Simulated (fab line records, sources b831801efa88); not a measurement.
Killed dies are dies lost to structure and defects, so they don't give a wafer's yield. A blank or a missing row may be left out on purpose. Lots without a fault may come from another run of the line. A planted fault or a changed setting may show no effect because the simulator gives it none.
fab line records | flow sky130 | part 2 of 2: steps 31 to 31 of 31
record lots=6 wafers=18 last_day=50
route steps=708 shown LI_CONTACT@375 LOCAL_INTERCONNECT@387 PAD_OPEN@708
lots that met no fault: from a run of the same line without faults
start_h: hours from the record's first day to the start of the lot's first wafer shown | wait_h: hours since the lot's step before | " the same as in the row above | L1.1+2: a row that stands for several wafers | - no value, or no start given | * or withheld: withheld | < > ~ a bound
route shown NAME@n: a module of which the file shows steps, and the number in the route of the first | usual: mean/standard deviation of fault-free wafers | same: alike in all rows | chamber/n: place in a boat | sites: the reading at each site | _std_site: their standard deviation | _edge_site: outer sites' mean less inner sites' | radius_mm: how far each site lies from the wafer's centre | mask NAME#n: copy n | behind: the tool/chamber that last shaped the wafer | hold: why the lot was held/for how many hours/how that ended | device: the transistor (n, p or np) that didn't switch | end of line: the same wafers' tests at the end of the route | a step without rows: its recipe alone | killed: dies lost to structure and defects at the first sort, not the wafer's yield | map: a wafer's dies, x killed, . not, _ none there
set.NAME: the setting as run; set.NAME@STEP: as run at that earlier step | model.NAME: the simulator's own value behind a step, which no gauge read
lots at some steps of the route; a table a step, a row a wafer
services: from which hour (start_h, from the record's first day; less than 0 if before it) a tool's chamber was out of use, for how many hours, and why
## steps
# step SKY_PAD_OPEN_PROBE_99
# usual killed_at_M0_to_M3=42/7.2 killed_at_M4_up=3.4/2.1 killed_at_contacts=24/5.4 killed_at_front_end=15/4 killed_at_other=0.3/0.53 killed_dies=85/8.8 killed_on_rim=16/3.5 killed_open=47/6.7 killed_short=38/6.5
# same gross_dies=492 killed_at_back_side=0
# columns lot.wafer tool chamber start_h wait_h killed_at_M0_to_M3 killed_at_M4_up killed_at_contacts killed_at_front_end killed_at_other killed_dies killed_on_rim killed_open killed_short model.etest.res_li.line_ohm_um model.etest.res_li.rs_ohm_sq model.etest.mcon_chain.rc_ohm
L688.1 prober-01 - 1087.89 0.1 50 4 23 8 0 85 14 40 45 75.16 12.88 17.3
L688.2 prober-01 - 1087.94 0.1 43 7 27 11 0 88 15 51 37 73.58 12.66 16.2
L688.6 prober-01 - 1088.14 0.2 51 5 24 16 0 96 16 51 45 74.02 12.74 16.89
L695.1 prober-02 - 1130.63 0.1 36 2 24 10 1 73 7 43 29 73.23 12.64 16.13
L695.2 prober-02 - 1130.68 0.1 41 1 19 12 1 74 20 47 27 74.09 12.82 16.07
L695.4 prober-02 - 1130.78 0.2 27 5 16 21 0 69 13 27 42 170.6 29.43 26.39
L696.1 prober-01 - 1136.36 0.1 37 3 29 23 0 92 18 55 35 76.24 12.8 17.02
L696.5 prober-01 - 1136.56 0.2 45 4 23 14 0 86 14 44 42 179.4 29.99 25.22
L696.6 prober-01 - 1136.61 0.2 38 3 35 19 0 95 20 45 49 76.94 12.79 16.91
L706.1 prober-02 - 1181.75 0.1 40 1 28 19 0 88 18 53 35 75.3 12.62 17.14
L706.4 prober-02 - 1181.90 0.2 33 3 21 11 0 68 13 46 21 77.45 12.85 17.23
L706.6 prober-02 - 1182.00 0.2 45 4 25 17 0 91 15 46 45 75.59 12.71 16.29
L708.3 prober-02 - 1193.14 0.2 52 4 27 13 0 96 23 51 45 76.5 12.94 17.12
L708.4 prober-02 - 1193.19 0.2 46 3 32 11 1 93 18 49 44 75.73 12.84 16.75
L708.6 prober-02 - 1193.29 0.2 47 6 22 14 1 90 21 51 39 75.75 12.95 17.14
L710.1 prober-02 - 1202.99 0.1 48 6 33 14 0 101 21 52 49 76.49 12.93 16.7
L710.5 prober-02 - 1203.19 0.2 52 6 22 14 0 94 19 58 36 77.09 12.91 16.54
L710.6 prober-02 - 1203.24 0.2 29 2 34 15 0 80 20 47 33 74.31 12.7 16.79
# killed by level:class
L688.1 METAL2:geometric_particle:short=13 VIA2:geometric_particle:open=9 CONTACT:geometric_particle:open=8 VIA1:geometric_particle:open=8 CONTACT:geometric_particle:short=7 METAL1:geometric_particle:short=5 VIA3:geometric_particle:open=5 LI_CONTACT:geometric_particle:open=4
L688.2 VIA1:geometric_particle:open=11 LI_CONTACT:geometric_particle:open=9 VIA2:geometric_particle:open=9 CONTACT:geometric_particle:open=7 METAL1:geometric_particle:short=6 CONTACT:geometric_particle:short=5 METAL4:geometric_particle:short=5 LOCAL_INTERCONNECT:geometric_particle:short=4
L688.6 VIA1:geometric_particle:open=15 METAL1:geometric_particle:short=9 METAL2:geometric_particle:short=8 CONTACT:geometric_particle:short=7 CONTACT:geometric_particle:open=7 VIA3:geometric_particle:open=7 LI_CONTACT:geometric_particle:open=6 FIELD_ISO:geometric_particle:open=5
L695.1 VIA1:geometric_particle:open=11 CONTACT:geometric_particle:open=7 LI_CONTACT:geometric_particle:open=6 VIA2:geometric_particle:open=5 CONTACT:geometric_particle:short=4 VIA3:geometric_particle:open=4 POLY_GATE:geometric_particle:open=3 LI_CONTACT:geometric_particle:short=3
L695.2 VIA1:geometric_particle:open=16 CONTACT:geometric_particle:open=9 METAL1:geometric_particle:short=5 METAL2:geometric_particle:open=4 CONTACT:geometric_particle:short=4 VIA1:geometric_particle:short=4 VIA3:geometric_particle:open=4 FIELD_ISO:geometric_particle:short=3
L695.4 CONTACT:geometric_particle:open=6 VIA1:geometric_particle:open=6 CONTACT:geometric_particle:short=5 VIA1:geometric_particle:short=5 FIELD_ISO:geometric_particle:open=4 VIA2:geometric_particle:short=4 METAL4:geometric_particle:short=4 FIELD_ISO:geometric_particle:short=3
L696.1 CONTACT:geometric_particle:open=12 VIA2:geometric_particle:open=10 LI_CONTACT:geometric_particle:open=8 VIA1:geometric_particle:open=8 FIELD_ISO:geometric_particle:short=6 POLY_GATE:geometric_particle:short=5 METAL1:geometric_particle:short=4 LI_CONTACT:geometric_particle:short=3
L696.5 VIA1:geometric_particle:open=11 CONTACT:geometric_particle:open=8 CONTACT:geometric_particle:short=6 METAL1:geometric_particle:short=6 POLY_GATE:geometric_particle:open=5 VIA1:geometric_particle:short=5 LI_CONTACT:geometric_particle:open=4 VIA2:geometric_particle:short=4
L696.6 CONTACT:geometric_particle:open=11 CONTACT:geometric_particle:short=9 VIA1:geometric_particle:open=9 LI_CONTACT:geometric_particle:open=8 VIA1:geometric_particle:short=6 FIELD_ISO:geometric_particle:short=5 VIA2:geometric_particle:open=5 FIELD_ISO:geometric_particle:open=4
L706.1 VIA1:geometric_particle:open=12 CONTACT:geometric_particle:open=10 FIELD_ISO:geometric_particle:open=8 LI_CONTACT:geometric_particle:open=6 METAL2:geometric_particle:short=5 VIA1:geometric_particle:short=5 VIA2:geometric_particle:open=5 LI_CONTACT:geometric_particle:short=4
L706.4 VIA1:geometric_particle:open=14 POLY_GATE:geometric_particle:open=7 VIA3:geometric_particle:open=7 CONTACT:geometric_particle:short=6 LI_CONTACT:geometric_particle:open=5 CONTACT:geometric_particle:open=5 LOCAL_INTERCONNECT:geometric_particle:short=3 METAL2:geometric_particle:short=3
L706.6 LI_CONTACT:geometric_particle:open=9 VIA2:geometric_particle:open=9 VIA1:geometric_particle:open=8 VIA1:geometric_particle:short=7 FIELD_ISO:geometric_particle:short=5 LOCAL_INTERCONNECT:geometric_particle:short=4 CONTACT:geometric_particle:open=4 CONTACT:geometric_particle:short=4
L708.3 VIA1:geometric_particle:open=12 CONTACT:geometric_particle:open=11 METAL2:geometric_particle:short=8 LI_CONTACT:geometric_particle:open=8 FIELD_ISO:geometric_particle:short=5 POLY_GATE:geometric_particle:open=5 CONTACT:geometric_particle:short=5 VIA1:geometric_particle:short=5
L708.4 LI_CONTACT:geometric_particle:open=10 CONTACT:geometric_particle:open=10 METAL1:geometric_particle:short=8 METAL2:geometric_particle:short=7 VIA2:geometric_particle:open=7 VIA1:geometric_particle:open=6 VIA2:geometric_particle:short=6 CONTACT:geometric_particle:short=5
L708.6 VIA1:geometric_particle:open=16 VIA3:geometric_particle:open=9 LI_CONTACT:geometric_particle:open=8 POLY_GATE:geometric_particle:short=6 CONTACT:geometric_particle:open=6 VIA2:geometric_particle:open=5 METAL2:geometric_particle:short=5 LI_CONTACT:geometric_particle:short=4
L710.1 LI_CONTACT:geometric_particle:open=10 VIA1:geometric_particle:short=10 CONTACT:geometric_particle:open=9 VIA1:geometric_particle:open=8 CONTACT:geometric_particle:short=7 METAL2:geometric_particle:short=6 METAL1:geometric_particle:short=6 VIA3:geometric_particle:open=5
L710.5 VIA1:geometric_particle:open=13 VIA3:geometric_particle:open=12 LI_CONTACT:geometric_particle:open=8 VIA1:geometric_particle:short=7 CONTACT:geometric_particle:open=6 FIELD_ISO:geometric_particle:open=5 METAL4:geometric_particle:short=5 LOCAL_INTERCONNECT:geometric_particle:short=4
L710.6 LI_CONTACT:geometric_particle:open=13 VIA1:geometric_particle:open=11 CONTACT:geometric_particle:open=9 LI_CONTACT:geometric_particle:short=7 FIELD_ISO:geometric_particle:short=5 POLY_GATE:geometric_particle:open=4 VIA1:geometric_particle:short=4 METAL1:geometric_particle:short=3
## services
# columns tool chamber start_h hours kind
rie_metal-03 - 668.38 2.8 pm
cvd_w-02 1 687.40 1.3 repair
pvd_sputter-04 - 688.62 3.6 repair
rie_metal-04 - 693.88 78.8 repair
plasma_asher-02 - 696.02 2.2 repair
pvd_sputter-02 - 703.61 2.1 repair
wet_bench-02 - 713.05 4.4 pm
rie_diel-01 2 720.51 2.8 repair
rie_diel-01 3 724.20 6.1 repair
plasma_asher-02 - 733.75 9.0 pm
pvd_sputter-01 - 744.19 2.5 repair
rie_metal-03 - 744.73 28.1 pm
cvd_w-02 0 769.66 9.6 repair
rie_diel-01 1 772.14 9.9 repair
cvd_w-02 0 784.36 14.0 repair
rie_diel-02 2 785.07 9.5 repair
rie_diel-04 0 797.27 1.7 repair
rie_metal-03 0 798.82 2.8 repair
cvd_w-02 - 813.73 2.8 pm
rie_metal-04 - 821.12 2.8 pm
plasma_asher-02 - 839.02 1.6 repair
pvd_sputter-04 - 839.28 0.5 repair
pvd_sputter-01 - 847.65 0.8 repair
cvd_w-01 - 857.58 0.6 repair
## key
first_sign step=SKY_LOCAL_INTERCONNECT_RS_MEAS_01 reading=LOCAL_INTERCONNECT_TIN_RS direction=up sigmas=99+ usual=14.17 struck=35.04
effect step=SKY_LOCAL_INTERCONNECT_THK_MEAS_02 reading=LOCAL_INTERCONNECT_TIN_THK direction=down sigmas=45 usual=98.9 struck=42.4
effect step=SKY_LOCAL_INTERCONNECT_METAL_ETCH_14 reading=oes_product_au direction=down sigmas=39 usual=0.940 struck=0.619
model_effect step=SKY_LOCAL_INTERCONNECT_SPUTTER_00 value=TiN_of_LOCAL_INTERCONNECT_SPUTTER_00.thk_nm without=100.7 struck=42.87
model_effect step=SKY_LOCAL_INTERCONNECT_STRIP_16 value=TiN_of_LOCAL_INTERCONNECT_SPUTTER_00.thk_nm without=100.3 struck=42.45
model_effect step=SKY_PAD_OPEN_PROBE_99 value=etest.res_li.line_ohm_um without=74.77 struck=175
met_at SKY_LOCAL_INTERCONNECT_SPUTTER_00
struck_wafers L695.4,L696.5
tester_left_out L695,L696
onset_between 691.55 748.99
fault kind=process_parameter_drift tool=pvd_sputter-03 chamber=- onset_h=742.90 steps=SKY_LOCAL_INTERCONNECT_SPUTTER_00 channel=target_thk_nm offset=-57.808 shape=step end_h=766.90 scope=struck_wafers_only acts_in=these_recipes_only stated=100
# tester_left_out: of these lots the tester's yield and bins aren't shown, on N5 and GAA mostly nor the transistor test; their killed dies are dies lost to structure and defects alone, not to doping, threshold or leakage, so they don't give the yield
